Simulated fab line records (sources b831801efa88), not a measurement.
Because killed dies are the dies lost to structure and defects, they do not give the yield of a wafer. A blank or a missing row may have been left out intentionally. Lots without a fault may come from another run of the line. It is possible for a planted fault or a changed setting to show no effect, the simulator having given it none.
Which tool is to blame? -- flow sky130 -- 39 wafers from 13 lots sampled at 2 of the route's 708 steps

WHAT THE GAUGES SHOWED, per wafer
SKY_VIA4_RS_MEAS_19: a four-point-probe measurement.
lot,measured,on,VIA4_W_RS (ohm/sq)
L676,day 42 18:57,filmMetro-03,0.2262 0.2275 0.2259
L677,day 43 18:00,filmMetro-01,0.2247 0.2265 0.2247
L679,day 43 19:58,filmMetro-01,0.2259 0.2262 0.2249
L680,day 44 04:16,filmMetro-03,0.2268 0.2256 0.2271
L681,day 44 10:08,filmMetro-01,0.2284 0.2287 0.2283
L682,day 45 01:01,filmMetro-03,0.2288 0.2317 0.2310
L683,day 45 01:01,filmMetro-01,0.2331 0.2292 0.2288
L684,day 45 09:29,filmMetro-01,0.2250 0.2234 0.2221
L686,day 45 18:29,filmMetro-01,0.2276 0.2340 0.2283
L685,day 45 20:02,filmMetro-02,0.2279 0.2290 0.2293
L687,day 45 23:54,filmMetro-02,0.2312 0.2331 0.2325
L694,day 47 16:46,filmMetro-03,0.2281 0.2236 0.2253
L697,day 49 01:50,filmMetro-01,0.2282 0.2297 0.2282

SKY_VIA4_THK_MEAS_20: measures by xrf.
lot,measured,on,VIA4_W_THK (nm)
L676,day 42 19:02,filmMetro-03,488 487 489
L677,day 43 18:06,filmMetro-01,500 496 496
L679,day 43 20:04,filmMetro-01,497 493 498
L680,day 44 04:22,filmMetro-03,493 498 494
L681,day 44 10:15,filmMetro-01,490 488 489
L682,day 45 01:07,filmMetro-03,480 475 476
L683,day 45 01:06,filmMetro-01,482 490 490
L684,day 45 09:37,filmMetro-01,498 504 504
L686,day 45 18:36,filmMetro-01,493 482 493
L685,day 45 20:09,filmMetro-02,498 501 494
L687,day 46 00:00,filmMetro-02,487 485 485
L694,day 47 16:52,filmMetro-03,484 496 496
L697,day 49 01:58,filmMetro-01,484 483 487

EACH LOT AND THE TOOL THAT RAN IT (in order: tool; ch and the chambers of the sampled wafers; start)
The record shows no process step preceding these readings.

WHAT THE TOOLS THEMSELVES READ (means of the sampled wafers that have a number; where no wafer has one, the mark that the record gives instead)
The record holds no such reading with a usual standard deviation.

THE ANSWER, worked out from the rows above alone
Rule: the lots themselves supply what counts as usual. Put in order of their means at a reading, lots are off if they are a third of the lots or fewer, leave a main group of 4 or more, and stand apart from it by a gap of 3 or more times the standard deviation of the main group's means; of several such gaps the widest counts. A main group is skipped when, at the precision printed for the reading in the tables above, its means are all equal. A lot without any number at a reading at which 4 lots or more have one is off too. All remaining lots with rows at the step are treated as sound. The gauges are gone through in route order, then the tools' own readings, and for those a lot's mean is taken as printed above. At the first step where some lot is off, the reading lying furthest off is the one used; lots without a number count as furthest.
No lot is off at any reading shown: from this, nothing can be told.

WHAT THE SIMULATOR HAD PUT IN
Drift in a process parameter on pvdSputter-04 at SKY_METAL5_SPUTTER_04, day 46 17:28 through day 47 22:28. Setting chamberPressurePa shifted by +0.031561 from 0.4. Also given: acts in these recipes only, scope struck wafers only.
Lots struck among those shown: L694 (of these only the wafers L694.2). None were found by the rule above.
